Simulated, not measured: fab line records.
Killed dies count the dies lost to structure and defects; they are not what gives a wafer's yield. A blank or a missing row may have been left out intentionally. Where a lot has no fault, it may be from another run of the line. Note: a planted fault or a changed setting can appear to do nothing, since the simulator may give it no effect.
fab line records -- flow gf180mcu -- part 1 of 2: steps 1 to 30 of 43
[record] lots = 5, wafers = 15, lastDay = 34
route steps=602 shown POLY_GATE@162 HV_LDD@176
lots that met no fault: from a run of the same line without faults
startH: start of the lot's first displayed wafer, in hours after the record's first day -- waitH: hours since the lot's step before -- " same as the row above -- L1.1+2: a row that stands for several wafers -- - no value, or no start given -- * or withheld: withheld -- < > ~ a bound
route shown NAME@n: names a module that has steps shown in the file, with the first one's number in the route -- usual: average and standard deviation across the fault-free wafers -- same: alike in all rows -- chamber/n: place in a boat -- sites: the reading at each site -- _std_site: standard deviation across them -- _edge_site: mean of outer sites minus mean of inner sites -- radiusMm: for every site, how far away it sits from the centre of the wafer -- mask NAME#n: copy n -- behind: the most recent tool/chamber to have shaped the wafer -- hold: what put the lot on hold/how long, in hours/how the hold closed -- device: the n, p or np transistor that did not switch -- end of line: at the end of the route, the tests of the same wafers -- a step given without rows: its recipe and nothing more -- killed: count of dies lost to structure and defects at first sort (not the wafer's yield) -- map: dies across one wafer; x = killed, . = not, _ = none there
set.NAME: the run value of the setting; set.NAME@STEP: its run value at that earlier step -- model.NAME: the simulator's own value behind a step, which no gauge read
a table for each step, a row for each wafer; lots at some steps of the route
services: from which hour (startH, from the record's first day; less than 0 if before it) a tool's chamber was out of use, for how many hours, and why
[[steps]]
[step GF_POLY_GATE_COAT_05]
[recipe] resist = KrF, spinRpm = withheld, resistThkNm = 700
lot.wafer,tool,chamber,startH,waitH
L077.2+3+5,lithoTrack-03,0,-,-
L083.1+3+6,lithoTrack-01,0,-,-
L084.1+2+5,lithoTrack-03,0,-,-
L091.3+5+6,lithoTrack-03,0,-,-
L095.1+3+5,lithoTrack-04,0,-,-
[step GF_POLY_GATE_SOFTBAKE_06]
[recipe] tempC = 130, timeS = 60, resist = KrF
lot.wafer,tool,chamber,startH,waitH
L077.2+3+5,lithoTrack-03,0,-,-
L083.1+3+6,lithoTrack-01,0,-,-
L084.1+2+5,lithoTrack-03,0,-,-
L091.3+5+6,lithoTrack-03,0,-,-
L095.1+3+5,lithoTrack-04,0,-,-
[step GF_POLY_GATE_EXPOSE_07]
[recipe] maskId = Poly2, targetCdNm = 280, na = 0.68, sourceShape = conventional, sigmaOuter = 0.6, doseMj = 28
[usual] focusOffsetNm = 0.0/0.53
lot.wafer,tool,chamber,startH,waitH,mask,focusOffsetNm
L077.2,krfScanner-01,0,-,-,Poly2#0,0.3
L077.3,krfScanner-01,0,-,-,Poly2#0,0.2
L077.5,krfScanner-01,0,-,-,Poly2#0,-0.2
L083.1,krfScanner-01,0,-,-,Poly2#0,0.2
L083.3,krfScanner-01,0,-,-,Poly2#0,0.6
L083.6,krfScanner-01,0,-,-,Poly2#0,0.7
L084.1,krfScanner-02,0,-,-,Poly2#0,0.6
L084.2,krfScanner-02,0,-,-,Poly2#0,0.4
L084.5,krfScanner-02,0,-,-,Poly2#0,0.1
L091.3,krfScanner-02,0,-,-,Poly2#0,0.8
L091.5,krfScanner-02,0,-,-,Poly2#0,-0.3
L091.6,krfScanner-02,0,-,-,Poly2#0,-0.8
L095.1,krfScanner-02,0,-,-,Poly2#0,0.0
L095.3,krfScanner-02,0,-,-,Poly2#0,-0.2
L095.5,krfScanner-02,0,-,-,Poly2#0,-0.8
[step GF_POLY_GATE_PEB_08]
[recipe] pebTempC = 135, pebTimeS = 90, resist = KrF
lot.wafer,tool,chamber,startH,waitH
L077.2+3+5,lithoTrack-04,0,-,-
L083.1+3+6,lithoTrack-01,0,-,-
L084.1+2+5,lithoTrack-03,0,-,-
L091.3+5+6,lithoTrack-03,0,-,-
L095.1+3+5,lithoTrack-03,0,-,-
[step GF_POLY_GATE_DEVELOP_09]
[recipe] developTimeS = 60, resist = KrF, devTempC = 21
lot.wafer,tool,chamber,startH,waitH
L077.2+3+5,lithoTrack-04,0,217.17,0.2
L083.1+3+6,lithoTrack-01,0,266.16,0.2
L084.1+2+5,lithoTrack-03,0,272.84,0.2
L091.3+5+6,lithoTrack-03,0,332.18,0.1
L095.1+3+5,lithoTrack-03,0,352.33,0.2
[step GF_POLY_GATE_CD_MEAS_10]
[recipe] targetCdNm = 280
[usual] cdNm = 280.4/1.3
lot.wafer,tool,chamber,startH,waitH,cdNm
L077.2,cdSem-01,-,217.32,0.1,280.7
L077.3,cdSem-01,-,217.32,0.1,280.9
L077.5,cdSem-01,-,217.32,0.1,281.1
L083.1,cdSem-02,-,266.31,0.1,280.9
L083.3,cdSem-02,-,266.31,0.1,280.1
L083.6,cdSem-02,-,266.31,0.1,282.2
L084.1,cdSem-02,-,272.99,0.1,279.3
L084.2,cdSem-02,-,272.99,0.1,279.1
L084.5,cdSem-02,-,272.99,0.1,280.5
L091.3,cdSem-02,-,332.32,0.1,281.9
L091.5,cdSem-02,-,332.32,0.1,280.1
L091.6,cdSem-02,-,332.32,0.1,279.9
L095.1,cdSem-02,-,352.48,0.1,279.2
L095.3,cdSem-02,-,352.48,0.1,278.2
L095.5,cdSem-02,-,352.48,0.1,279.0
[step GF_POLY_GATE_OVL_MEAS_11]
[usual] POLY_GATE_OVL = -4/5.4
lot.wafer,tool,chamber,startH,waitH,POLY_GATE_OVL[nm]
L077.2,overlay-01,-,217.42,0.1,-4
L077.3,overlay-01,-,217.42,0.1,-6
L077.5,overlay-01,-,217.42,0.1,-4
L083.1,overlay-02,-,266.43,0.1,0
L083.3,overlay-02,-,266.43,0.1,-6
L083.6,overlay-02,-,266.43,0.1,-7
L084.1,overlay-01,-,273.11,0.1,-7
L084.2,overlay-01,-,273.11,0.1,-9
L084.5,overlay-01,-,273.11,0.1,-12
L091.3,overlay-01,-,332.42,0.1,0
L091.5,overlay-01,-,332.42,0.1,-3
L091.6,overlay-01,-,332.42,0.1,-4
L095.1,overlay-01,-,352.60,0.1,1
L095.3,overlay-01,-,352.60,0.1,1
L095.5,overlay-01,-,352.60,0.1,4
[step GF_POLY_GATE_ETCH_12]
[recipe] chemistry = N2/H2, targetDepthA = withheld, overetchA = withheld, timeS = withheld, target = BARC, ionEnergyEv = 200, sourceW = 500, biasW = 100, pressureMtorr = 30, n2FlowSccm = 100, h2FlowSccm = 200
[usual] drypumpMotorCurrentA = 5.82/0.27, oesProductAu = 0.736/0.0047, throttleValvePct = 13.214/0.0084
lot.wafer,tool,chamber,startH,waitH,drypumpMotorCurrentA,oesProductAu,throttleValvePct
L077.2,rieDiel-01,3,217.45,0.0,5.98,0.734,13.204
L077.3,rieDiel-01,0,217.45,0.0,5.49,0.722,13.208
L077.5,rieDiel-01,0,217.45,0.0,5.50,0.729,13.210
L083.1,rieDiel-04,1,266.47,0.0,5.83,0.739,13.211
L083.3,rieDiel-04,3,266.47,0.0,5.98,0.735,13.205
L083.6,rieDiel-04,2,266.47,0.0,5.42,0.734,13.207
L084.1,rieDiel-04,1,273.14,0.0,5.86,0.742,13.230
L084.2,rieDiel-04,2,273.14,0.0,5.42,0.726,13.209
L084.5,rieDiel-04,1,273.14,0.0,5.85,0.734,13.216
L091.3,rieDiel-03,1,332.44,0.0,6.25,0.736,13.216
L091.5,rieDiel-03,3,332.44,0.0,5.65,0.736,13.203
L091.6,rieDiel-03,0,332.44,0.0,6.02,0.741,13.234
L095.1,rieDiel-03,1,352.64,0.0,6.24,0.737,13.202
L095.3,rieDiel-03,3,352.64,0.0,5.64,0.732,13.226
L095.5,rieDiel-03,3,352.64,0.0,5.65,0.735,13.197
[step GF_POLY_GATE_ETCH_13]
[recipe] target = poly-Si, targetDepthNm = 198.5, stopOn = SiO2, overEtchFrac = 0.403, chemistry = HBr/Cl2, icpW = 400, biasW = 100, pressureMtorr = 10, HBr_flow_sccm = 150, Cl2_flow_sccm = 50, timeS = 69.6
[usual] drypumpMotorCurrentA = 5.7/0.36, oesProductAu = 0.990/0.0063, throttleValvePct = 33.685/0.0089
lot.wafer,tool,chamber,startH,waitH,drypumpMotorCurrentA,oesProductAu,rfHoursCounterH,throttleValvePct
L077.2,rieSi-01,2,217.50,-,6.1,0.999,10,33.696
L077.3,rieSi-01,1,217.50,-,6.0,0.994,48,33.690
L077.5,rieSi-01,3,217.50,-,5.3,0.994,-,33.687
L083.1,rieSi-02,1,266.52,-,5.4,0.983,5,33.688
L083.3,rieSi-02,0,266.52,-,5.2,0.979,1,33.692
L083.6,rieSi-02,1,266.52,-,5.4,0.995,-,33.684
L084.1,rieSi-02,1,273.19,-,5.4,0.998,5,33.684
L084.2,rieSi-02,0,273.19,-,5.3,1.004,1,33.699
L084.5,rieSi-02,2,273.19,-,6.2,1.002,-,33.685
L091.3,rieSi-02,3,332.49,-,5.6,0.989,2,33.684
L091.5,rieSi-02,2,332.49,-,6.2,0.986,-,33.676
L091.6,rieSi-02,1,332.49,-,5.4,0.995,-,33.668
L095.1,rieSi-01,0,352.69,-,5.5,0.990,51,33.687
L095.3,rieSi-01,2,352.69,-,6.1,0.988,12,33.689
L095.5,rieSi-01,0,352.69,-,5.6,0.993,-,33.698
[step GF_POLY_GATE_STRIP_14]
[recipe] chemistry = O2/N2, powerW = 1400, pressureMtorr = 1500, platenTempC = 250, o2FlowSccm = 3000, n2FlowSccm = 300, overashFraction = 0.5
[usual] drypumpMotorCurrentA = 5.8/0.45, heaterPowerW = 333/40, oesProductAu = 0.506/0.0045
lot.wafer,tool,chamber,startH,waitH,drypumpMotorCurrentA,heaterPowerW,oesProductAu,rfHoursCounterH
L077.2,plasmaAsher-01,0,217.56,0.0,6.2,315,0.514,52
L077.3,plasmaAsher-01,0,217.56,0.0,6.2,309,0.502,-
L077.5,plasmaAsher-01,0,217.56,0.0,6.2,296,0.509,-
L083.1,plasmaAsher-01,1,266.58,0.0,5.2,340,0.504,57
L083.3,plasmaAsher-01,0,266.58,0.0,6.2,309,0.496,-
L083.6,plasmaAsher-01,0,266.58,0.0,6.2,302,0.502,-
L084.1,plasmaAsher-02,0,273.25,0.0,6.3,375,0.509,14
L084.2,plasmaAsher-02,1,273.25,0.0,5.4,287,0.503,14
L084.5,plasmaAsher-02,1,273.25,0.0,5.4,283,0.499,-
L091.3,plasmaAsher-02,1,332.58,0.1,5.4,288,0.511,-
L091.5,plasmaAsher-02,0,332.58,0.1,6.3,363,0.509,-
L091.6,plasmaAsher-02,1,332.58,0.1,5.4,288,0.506,-
L095.1,plasmaAsher-03,1,352.75,0.0,5.4,402,0.515,76
L095.3,plasmaAsher-03,0,352.75,0.0,6.1,300,0.501,-
L095.5,plasmaAsher-03,0,352.75,0.0,6.0,300,0.500,-
[step GF_POLY_GATE_CLEAN_15]
[recipe] chemistry = SC1/SC2, mix = 1:4:20, tempC = 70, timeS = 150, dry = n2Spin
lot.wafer,tool,chamber,startH,waitH
L077.2+3+5,wetBench-02,1,217.66,0.1
L083.1+3+6,wetBench-02,1,266.68,0.1
L084.1+2+5,wetBench-01,3,273.35,0.1
L091.3+5+6,wetBench-01,0,332.65,0.0
L095.1+3+5,wetBench-02,3,352.85,0.1
[step GF_POLY_GATE_OXIDATION_16]
[recipe] tempC = 850, ambient = O2, stabiliseS = 600, purgeS = 300, targetThkA = 40, oxTimeS = 899
[usual] spikeTcCentreC = 851.1/1.4
[same] oxTimeS = 899
lot.wafer,tool,chamber,startH,waitH,spikeTcCentreC
L077.2,furnace-01,0,218.60,0.9,853.0
L077.3,furnace-01,0,218.60,0.9,851.9
L077.5,furnace-01,0,218.60,0.9,849.8
L083.1,furnace-02,0,268.19,1.5,852.4
L083.3,furnace-02,0,268.19,1.5,851.1
L083.6,furnace-02,0,268.19,1.5,848.9
L084.1,furnace-02,0,273.78,0.4,851.5
L084.2,furnace-02,0,273.78,0.4,851.5
L084.5,furnace-02,0,273.78,0.4,853.5
L091.3,furnace-02,0,333.93,1.2,853.1
L091.5,furnace-02,0,333.93,1.2,850.2
L091.6,furnace-02,0,333.93,1.2,851.8
L095.1,furnace-01,0,352.90,0.0,849.5
L095.3,furnace-01,0,352.90,0.0,850.0
L095.5,furnace-01,0,352.90,0.0,852.1
[step GF_POLY_GATE_THK_MEAS_17]
[recipe] reads = SiO2_of_POLY_GATE_OXIDATION_16
[usual] POLY_GATE_OXIDATION_THK = 3.99/0.094
lot.wafer,tool,chamber,startH,waitH,POLY_GATE_OXIDATION_THK[nm]
L077.2,filmMetro-01,-,219.86,0.0,4.02
L077.3,filmMetro-01,-,219.86,0.0,4.07
L077.5,filmMetro-01,-,219.86,0.0,4.05
L083.1,filmMetro-04,-,269.44,0.0,3.95
L083.3,filmMetro-04,-,269.44,0.0,3.85
L083.6,filmMetro-04,-,269.44,0.0,3.87
L084.1,filmMetro-02,-,275.03,0.0,3.93
L084.2,filmMetro-02,-,275.03,0.0,3.85
L084.5,filmMetro-02,-,275.03,0.0,3.96
L091.3,filmMetro-04,-,335.20,0.0,3.98
L091.5,filmMetro-04,-,335.20,0.0,4.08
L091.6,filmMetro-04,-,335.20,0.0,3.99
L095.1,filmMetro-02,-,354.15,0.0,3.98
L095.3,filmMetro-02,-,354.15,0.0,4.03
L095.5,filmMetro-02,-,354.15,0.0,4.03
[step GF_POLY_GATE_CD_MEAS_18]
[usual] cdNm = 280.6/1.7
lot.wafer,tool,chamber,startH,waitH,cdNm
L077.2,cdSem-01,-,219.94,0.1,280.5
L077.3,cdSem-01,-,219.94,0.1,281.3
L077.5,cdSem-01,-,219.94,0.1,282.0
L083.1,cdSem-01,-,269.50,0.1,280.9
L083.3,cdSem-01,-,269.50,0.1,280.7
L083.6,cdSem-01,-,269.50,0.1,284.4
L084.1,cdSem-01,-,275.09,0.1,279.9
L084.2,cdSem-01,-,275.09,0.1,279.7
L084.5,cdSem-01,-,275.09,0.1,278.9
L091.3,cdSem-02,-,335.30,0.1,281.6
L091.5,cdSem-02,-,335.30,0.1,279.3
L091.6,cdSem-02,-,335.30,0.1,280.2
L095.1,cdSem-01,-,354.21,0.1,278.2
L095.3,cdSem-01,-,354.21,0.1,278.7
L095.5,cdSem-01,-,354.21,0.1,277.4
[step GF_HV_LDD_DEHYDRATE_00]
[recipe] tempC = 200, timeS = 60
lot.wafer,tool,chamber,startH,waitH
L077.2+3+5,lithoTrack-04,0,228.47,8.5
L083.1+3+6,lithoTrack-04,0,278.95,9.4
L084.1+2+5,lithoTrack-04,0,284.65,9.5
L091.3+5+6,lithoTrack-04,0,345.19,9.9
L095.1+3+5,lithoTrack-04,0,364.49,10.3
[step GF_HV_LDD_HMDS_01]
[recipe] primeTimeS = 60, primeTempC = 120
lot.wafer,tool,chamber,startH,waitH
L077.2+3+5,lithoTrack-04,0,228.62,0.1
L083.1+3+6,lithoTrack-04,0,279.10,0.1
L084.1+2+5,lithoTrack-04,0,284.80,0.1
L091.3+5+6,lithoTrack-04,0,345.34,0.1
L095.1+3+5,lithoTrack-04,0,364.64,0.1
[step GF_HV_LDD_COAT_02]
[recipe] resist = NOVOLAK, spinRpm = 3000, resistThkNm = 1000
lot.wafer,tool,chamber,startH,waitH
L077.2+3+5,lithoTrack-04,0,228.77,0.1
L083.1+3+6,lithoTrack-04,0,279.25,0.1
L084.1+2+5,lithoTrack-04,0,284.95,0.1
L091.3+5+6,lithoTrack-04,0,345.49,0.1
L095.1+3+5,lithoTrack-04,0,364.79,0.1
[step GF_HV_LDD_SOFTBAKE_03]
[recipe] tempC = 90, timeS = 60, resist = NOVOLAK
lot.wafer,tool,chamber,startH,waitH
L077.2+3+5,lithoTrack-04,0,228.92,0.1
L083.1+3+6,lithoTrack-04,0,279.40,0.1
L084.1+2+5,lithoTrack-04,0,285.10,0.1
L091.3+5+6,lithoTrack-04,0,345.64,0.1
L095.1+3+5,lithoTrack-04,0,364.94,0.1
[step GF_HV_LDD_EXPOSE_04]
[recipe] maskId = Nplus_LV_AREA, targetCdNm = 400, na = 0.6, sourceShape = conventional, sigmaOuter = 0.6, doseMj = 140
[usual] focusOffsetNm = 0.0/0.52
lot.wafer,tool,chamber,startH,waitH,mask,focusOffsetNm
L077.2,ilineStepper-01,0,-,-,Nplus_LV_AREA#0,0.6
L077.3,ilineStepper-01,0,-,-,Nplus_LV_AREA#0,0.5
L077.5,ilineStepper-01,0,-,-,Nplus_LV_AREA#0,-0.8
L083.1,ilineStepper-01,0,-,-,Nplus_LV_AREA#0,0.6
L083.3,ilineStepper-01,0,-,-,Nplus_LV_AREA#0,1.8
L083.6,ilineStepper-01,0,-,-,Nplus_LV_AREA#0,1.0
L084.1,ilineStepper-01,0,-,-,Nplus_LV_AREA#0,0.6
L084.2,ilineStepper-01,0,-,-,Nplus_LV_AREA#0,0.3
L084.5,ilineStepper-01,0,-,-,Nplus_LV_AREA#0,-0.6
L091.3,ilineStepper-01,0,-,-,Nplus_LV_AREA#0,0.2
L091.5,ilineStepper-01,0,-,-,Nplus_LV_AREA#0,0.4
L091.6,ilineStepper-01,0,-,-,Nplus_LV_AREA#0,0.7
L095.1,ilineStepper-02,0,-,-,Nplus_LV_AREA#0,0.0
L095.3,ilineStepper-02,0,-,-,Nplus_LV_AREA#0,-0.2
L095.5,ilineStepper-02,0,-,-,Nplus_LV_AREA#0,0.5
[step GF_HV_LDD_PEB_05]
[recipe] tempC = withheld, timeS = *, resist = NOVOLAK
lot.wafer,tool,chamber,startH,waitH
L077.2+3+5,lithoTrack-03,0,-,-
L083.1+3+6,lithoTrack-02,0,-,-
L084.1+2+5,lithoTrack-03,0,-,-
L091.3+5+6,lithoTrack-03,0,-,-
L095.1+3+5,lithoTrack-04,0,-,-
[step GF_HV_LDD_DEVELOP_06]
[recipe] developTimeS = 60, devTempC = 23
lot.wafer,tool,chamber,startH,waitH
L077.2+3+5,lithoTrack-03,0,238.81,0.1
L083.1+3+6,lithoTrack-02,0,289.41,0.1
L084.1+2+5,lithoTrack-03,0,294.73,0.1
L091.3+5+6,lithoTrack-03,0,357.38,0.1
L095.1+3+5,lithoTrack-04,0,376.64,0.1
[step GF_HV_LDD_CD_MEAS_07]
[recipe] targetCdNm = 400
[usual] cdNm = 400.1/2.6
lot.wafer,tool,chamber,startH,waitH,cdNm
L077.2,cdSem-02,-,238.96,0.1,404.6
L077.3,cdSem-02,-,238.96,0.1,401.3
L077.5,cdSem-02,-,238.96,0.1,403.3
L083.1,cdSem-01,-,289.56,0.1,400.0
L083.3,cdSem-01,-,289.56,0.1,399.2
L083.6,cdSem-01,-,289.56,0.1,398.1
L084.1,cdSem-02,-,294.88,0.1,400.3
L084.2,cdSem-02,-,294.88,0.1,403.1
L084.5,cdSem-02,-,294.88,0.1,401.6
L091.3,cdSem-02,-,357.52,0.1,403.6
L091.5,cdSem-02,-,357.52,0.1,404.1
L091.6,cdSem-02,-,357.52,0.1,403.2
L095.1,cdSem-01,-,376.79,0.1,397.8
L095.3,cdSem-01,-,376.79,0.1,398.8
L095.5,cdSem-01,-,376.79,0.1,399.5
[step GF_HV_LDD_OVL_MEAS_08]
[usual] HV_LDD_OVL = 0.4/1.5
lot.wafer,tool,chamber,startH,waitH,HV_LDD_OVL[nm]
L077.2,overlay-01,-,239.06,0.1,1.9
L077.3,overlay-01,-,239.06,0.1,1.4
L077.5,overlay-01,-,239.06,0.1,1.3
L083.1,overlay-02,-,289.68,0.1,1.9
L083.3,overlay-02,-,289.68,0.1,0.8
L083.6,overlay-02,-,289.68,0.1,1.1
L084.1,overlay-02,-,295.00,0.1,-0.4
L084.2,overlay-02,-,295.00,0.1,0.9
L084.5,overlay-02,-,295.00,0.1,-0.2
L091.3,overlay-01,-,357.62,0.1,-1.8
L091.5,overlay-01,-,357.62,0.1,-0.9
L091.6,overlay-01,-,357.62,0.1,-2.4
L095.1,overlay-01,-,376.91,0.1,1.5
L095.3,overlay-01,-,376.91,0.1,0.9
L095.5,overlay-01,-,376.91,0.1,2.2
[step GF_HV_LDD_IMPLANT_09]
[recipe] species = As, energyKev = 40, doseCm2 = 1e+14, tiltDeg = 7
[usual] tiltDeg = 6.994/0.02
lot.wafer,tool,chamber,startH,waitH,tiltDeg
L077.2,implanter-01,0,239.12,0.0,6.994
L077.3,implanter-01,0,239.12,0.0,7.007
L077.5,implanter-01,0,239.12,0.0,6.989
L083.1,implanter-01,0,289.71,0.0,6.991
L083.3,implanter-01,0,289.71,0.0,7.001
L083.6,implanter-01,0,289.71,0.0,6.986
L084.1,implanter-02,0,295.04,0.0,6.973
L084.2,implanter-02,0,295.04,0.0,6.971
L084.5,implanter-02,0,295.04,0.0,6.999
L091.3,implanter-02,0,357.69,0.1,6.974
L091.5,implanter-02,0,357.69,0.1,6.969
L091.6,implanter-02,0,357.69,0.1,6.995
L095.1,implanter-02,0,376.95,0.0,6.929
L095.3,implanter-02,0,376.95,0.0,6.964
L095.5,implanter-02,0,376.95,0.0,6.962
[step GF_HV_LDD_STRIP_10]
[recipe] chemistry = O2/N2, powerW = 1400, pressureMtorr = 1500, platenTempC = 250, o2FlowSccm = 3000, n2FlowSccm = 300, overashFraction = 0.5
[usual] drypumpMotorCurrentA = 5.6/0.39, heaterPowerW = 326/41, oesProductAu = 0.716/0.0044, stripTimeToEndpointS = 12.643/0.028
lot.wafer,tool,chamber,startH,waitH,drypumpMotorCurrentA,heaterPowerW,oesProductAu,rfHoursCounterH,stripTimeToEndpointS
L077.2,plasmaAsher-01,1,239.24,0.1,5.2,331,0.710,54,12.629
L077.3,plasmaAsher-01,0,239.24,0.1,6.2,306,0.723,-,12.628
L077.5,plasmaAsher-01,1,239.24,0.1,5.2,350,0.721,-,12.651
L083.1,plasmaAsher-01,0,289.86,0.1,6.1,306,0.716,59,12.670
L083.3,plasmaAsher-01,1,289.86,0.1,5.2,351,0.711,-,12.659
L083.6,plasmaAsher-01,0,289.86,0.1,6.1,306,0.714,-,12.671
L084.1,plasmaAsher-03,1,295.19,0.1,5.4,407,0.705,71,12.665
L084.2,plasmaAsher-03,0,295.19,0.1,6.0,301,0.718,71,12.671
L084.5,plasmaAsher-03,1,295.19,0.1,5.4,406,0.715,-,12.664
L091.3,plasmaAsher-03,1,357.82,0.1,5.4,395,0.711,-,12.611
L091.5,plasmaAsher-03,1,357.82,0.1,5.4,406,0.710,-,12.588
L091.6,plasmaAsher-03,0,357.82,0.1,6.0,299,0.713,-,12.587
L095.1,plasmaAsher-03,1,377.10,0.1,5.4,407,0.712,79,12.607
L095.3,plasmaAsher-03,0,377.10,0.1,6.0,299,0.706,-,12.620
L095.5,plasmaAsher-03,0,377.10,0.1,6.0,311,0.710,-,12.619
[step GF_HV_LDD_TW_MEAS_11]
[usual] HV_LDD_TW = 2394/18
lot.wafer,tool,chamber,startH,waitH,HV_LDD_TW
L077.2,filmMetro-01,-,239.35,0.1,2397
L077.3,filmMetro-01,-,239.35,0.1,2405
L077.5,filmMetro-01,-,239.35,0.1,2404
L083.1,filmMetro-03,-,289.96,0.1,2379
L083.3,filmMetro-03,-,289.96,0.1,2373
L083.6,filmMetro-03,-,289.96,0.1,2376
L084.1,filmMetro-03,-,295.29,0.1,2381
L084.2,filmMetro-03,-,295.29,0.1,2379
L084.5,filmMetro-03,-,295.29,0.1,2383
L091.3,filmMetro-03,-,357.91,0.1,2366
L091.5,filmMetro-03,-,357.91,0.1,2375
L091.6,filmMetro-03,-,357.91,0.1,2371
L095.1,filmMetro-03,-,377.20,0.1,2382
L095.3,filmMetro-03,-,377.20,0.1,2379
L095.5,filmMetro-03,-,377.20,0.1,2390
[step GF_HV_LDD_DEHYDRATE_12]
[recipe] tempC = 200, timeS = 60
lot.wafer,tool,chamber,startH,waitH
L077.2+3+5,lithoTrack-03,0,248.41,9.0
L083.1+3+6,lithoTrack-03,0,298.78,8.8
L084.1+2+5,lithoTrack-02,0,304.96,9.7
L091.3+5+6,lithoTrack-04,0,367.94,10.0
L095.1+3+5,lithoTrack-02,0,387.90,10.7
[step GF_HV_LDD_HMDS_13]
[recipe] primeTimeS = 60, primeTempC = 120
lot.wafer,tool,chamber,startH,waitH
L077.2+3+5,lithoTrack-03,0,248.56,0.1
L083.1+3+6,lithoTrack-03,0,298.93,0.1
L084.1+2+5,lithoTrack-02,0,305.11,0.1
L091.3+5+6,lithoTrack-04,0,368.09,0.1
L095.1+3+5,lithoTrack-02,0,388.05,0.1
[step GF_HV_LDD_COAT_14]
[recipe] resist = NOVOLAK, spinRpm = 3000, resistThkNm = 1000
lot.wafer,tool,chamber,startH,waitH
L077.2+3+5,lithoTrack-03,0,248.71,0.1
L083.1+3+6,lithoTrack-03,0,299.08,0.1
L084.1+2+5,lithoTrack-02,0,305.26,0.1
L091.3+5+6,lithoTrack-04,0,368.24,0.1
L095.1+3+5,lithoTrack-02,0,388.20,0.1
[step GF_HV_LDD_SOFTBAKE_15]
[recipe] tempC = 90, timeS = 60, resist = NOVOLAK
lot.wafer,tool,chamber,startH,waitH
L077.2+3+5,lithoTrack-03,0,248.86,0.1
L083.1+3+6,lithoTrack-03,0,299.23,0.1
L084.1+2+5,lithoTrack-02,0,305.41,0.1
L091.3+5+6,lithoTrack-04,0,368.39,0.1
L095.1+3+5,lithoTrack-02,0,388.35,0.1
